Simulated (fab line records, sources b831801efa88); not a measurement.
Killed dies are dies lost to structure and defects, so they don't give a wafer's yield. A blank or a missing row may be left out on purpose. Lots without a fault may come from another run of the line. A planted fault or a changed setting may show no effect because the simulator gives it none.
Chamber matching | flow sfq_line | SFQ_TRILAYER_A5B_DEP_PECVD_129 on pecvd-04: 3 sister chambers
The step deposits SiO2 from SiH4/N2O, time 133.33 s, target thk 600 nm. 14 wafers are shown with their chamber, then 7 later ones without.

WAFERS WITH THEIR CHAMBER
wafer  | chamber | throttle_valve_pct (%) | heater_power_w (W)
L871.2 | 1       | 25.7                   | 74
L871.4 | 2       | 25.4                   | 88
L871.6 | 1       | 25.5                   | 74
L873.1 | 2       | 25.5                   | 87
L873.2 | 0       | 24.7                   | 67
L873.6 | 2       | 25.3                   | 87
L875.1 | 0       | 24.8                   | 59
L875.2 | 2       | 25.3                   | 87
L875.3 | 1       | 25.9                   | 61
L879.1 | 1       | 25.6                   | 75
L879.3 | 2       | 25.3                   | 90
L879.6 | 1       | 25.8                   | 61
L887.3 | 2       | 25.4                   | 86
L887.5 | 2       | 25.6                   | 85

SIGNATURES (means of the wafers above)
reading            | chamber 0 | chamber 1 | chamber 2 | scatter within a chamber
throttle_valve_pct | 24.750    | 25.700    | 25.400    | 0.13
heater_power_w     | 63.00     | 69.00     | 87.14     | 4.87
Rule: a wafer's distance from a chamber is the root of the sum, over the readings, of the square of ((its reading less the chamber's mean) divided by the reading's scatter). The wafer belongs to the nearest chamber; if the next one is less than 2 further off, it can't be placed. The scatter: the root of (the sum of the squares of (reading less its chamber's mean) over the shown wafers, divided by (wafers less chambers)).

WAFERS WITHOUT THEIR CHAMBER
wafer  | throttle_valve_pct (%) | heater_power_w (W)
L887.6 | 25.9                   | 74
L889.1 | 25.6                   | 90
L889.2 | 24.9                   | 70
L889.5 | 25.8                   | 90
L893.2 | 24.7                   | 71
L893.5 | 25.5                   | 88
L893.6 | 26.2                   | 60

WHICH CHAMBER EACH WENT THROUGH
wafer  | from the rows above     | in truth
L887.6 | 1                       | 1
L889.1 | 2                       | 2
L889.2 | 0                       | 0
L889.5 | can't be placed: 2 or 1 | 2
L893.2 | 0                       | 0
L893.5 | 2                       | 2
L893.6 | 1                       | 1
Placed correctly: 6 of 7. Can't be placed from these rows: 1 (the true chamber is among the candidates in 1). Placed wrongly: 0.
